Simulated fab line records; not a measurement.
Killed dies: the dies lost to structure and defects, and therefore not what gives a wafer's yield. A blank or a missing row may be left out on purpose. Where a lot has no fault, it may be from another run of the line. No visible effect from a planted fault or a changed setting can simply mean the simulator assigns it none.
Check for tools in common	flow sky130	9 lots and 27 wafers in the sample

WHY THIS WAS OPENED
Of 9 lots, 2 have the reading CAP2M_TIN_RS flagged at SKY_CAP2M_RS_MEAS_03. Fault-free wafers read 6.89 ohm/sq, with a standard deviation of 0.082.
Rule: a lot is flagged when every wafer of it that has a number lies more than 4 standard deviations from that mean, or none has a number. The rest of the lots are taken to be sound.

lot	measured	on	CAP2M_TIN_RS (ohm/sq), wafer by wafer	flag
L349	day 39 09:57	film metro-01	6.95 6.78 6.88	
L351	day 40 21:29	film metro-01	6.79 6.77 6.76	
L353	day 42 07:05	film metro-01	7.05 7.02 6.97	
L357	day 42 20:21	film metro-01	6.81 6.84 6.84	
L358	day 42 20:52	film metro-01	7.74 7.63 7.64	FLAGGED
L361	day 43 18:50	film metro-01	7.69 7.65 7.63	FLAGGED
L360	day 43 22:49	film metro-02	6.80 6.74 6.83	
L368	day 45 11:07	film metro-02	6.91 6.87 6.76	
L370	day 45 21:49	film metro-02	6.86 6.74 6.76	
On average the flagged lots' numbers are 7.66 ohm/sq, which is +0.77 ohm/sq against the usual, or +9 standard deviations.

WHICH TOOL RAN EACH LOT
Before the reading, the record contains 2 process steps out of a 708-step route. Each cell gives the tool, then ch followed by the chambers the sampled wafers passed through, then the start.
lot	flag	SKY_METAL3_STRIP_19	SKY_CAP2M_SPUTTER_02
L349		plasma asher-01 ch 1, day 38 05:25	pvd sputter-01, day 39 09:49
L351		plasma asher-04 ch 0,1, day 39 18:18	pvd sputter-02, day 40 21:22
L353		plasma asher-02 ch 1, day 41 02:25	pvd sputter-02, day 42 06:56
L357		plasma asher-02 ch 0,1, day 41 18:31	pvd sputter-02, day 42 20:14
L358	FLAGGED	plasma asher-04 ch 0,1, day 41 18:44	pvd sputter-02, day 42 20:45
L361	FLAGGED	plasma asher-02 ch 0,1, day 42 16:59	pvd sputter-02, day 43 18:43
L360		plasma asher-04 ch 0,1, day 42 21:44	pvd sputter-04, day 43 22:43
L368		plasma asher-02 ch 0,1, day 44 10:46	pvd sputter-01, day 45 11:00
L370		plasma asher-04 ch 0, day 44 18:04	pvd sputter-04, day 45 21:41
What is done by these steps:
- SKY_METAL3_STRIP_19: strips in O2/N2.
- SKY_CAP2M_SPUTTER_02: material TiN, target thk 200 nm, time 166.7 s.
- SKY_CAP2M_RS_MEAS_03: measures by four-point-probe.

FLAGGED AGAINST TOTAL, ONE TOOL AT A TIME (gauges that did the reading follow at the end)
step	tool	lots run	flagged	share of the flagged lots	sound lots run after its first flagged lot
SKY_METAL3_STRIP_19	plasma asher-01	1	0	none	-
SKY_METAL3_STRIP_19	plasma asher-02	4	1	some	1 (L368)
SKY_METAL3_STRIP_19	plasma asher-04	4	1	some	2 (L360,L370)
SKY_CAP2M_SPUTTER_02	pvd sputter-01	2	0	none	-
SKY_CAP2M_SPUTTER_02	pvd sputter-02	5	2	all	0
SKY_CAP2M_SPUTTER_02	pvd sputter-04	2	0	none	-
SKY_CAP2M_RS_MEAS_03	film metro-01	6	2	all	0
SKY_CAP2M_RS_MEAS_03	film metro-02	3	0	none	-

WHAT THE TABLE ALLOWS
Every flagged lot went through 2 rows of the table: pvd sputter-02 at SKY_CAP2M_SPUTTER_02 and film metro-01 at SKY_CAP2M_RS_MEAS_03.
- pvd sputter-02 at SKY_CAP2M_SPUTTER_02 ran 5 lots, 2 of them flagged. Its last sound lot is L357 (day 42 20:14), its first flagged lot L358 (day 42 20:45): a fault that began between those two fits. Its own readings (cathode dc power W) fall more than 4 standard deviations out on all wafers of the flagged lots.
- film metro-01 at SKY_CAP2M_RS_MEAS_03 ran 6 lots, 2 of them flagged. Its last sound lot is L357 (day 42 20:21), its first flagged lot L358 (day 42 20:52): a fault that began between those two fits.
A lot count leaves these 2 tools indistinguishable: every one of them fits a fault beginning at some hour. More lots, or a look at what each step does to the wafer, might.

WHAT THE SIMULATOR PUT IN
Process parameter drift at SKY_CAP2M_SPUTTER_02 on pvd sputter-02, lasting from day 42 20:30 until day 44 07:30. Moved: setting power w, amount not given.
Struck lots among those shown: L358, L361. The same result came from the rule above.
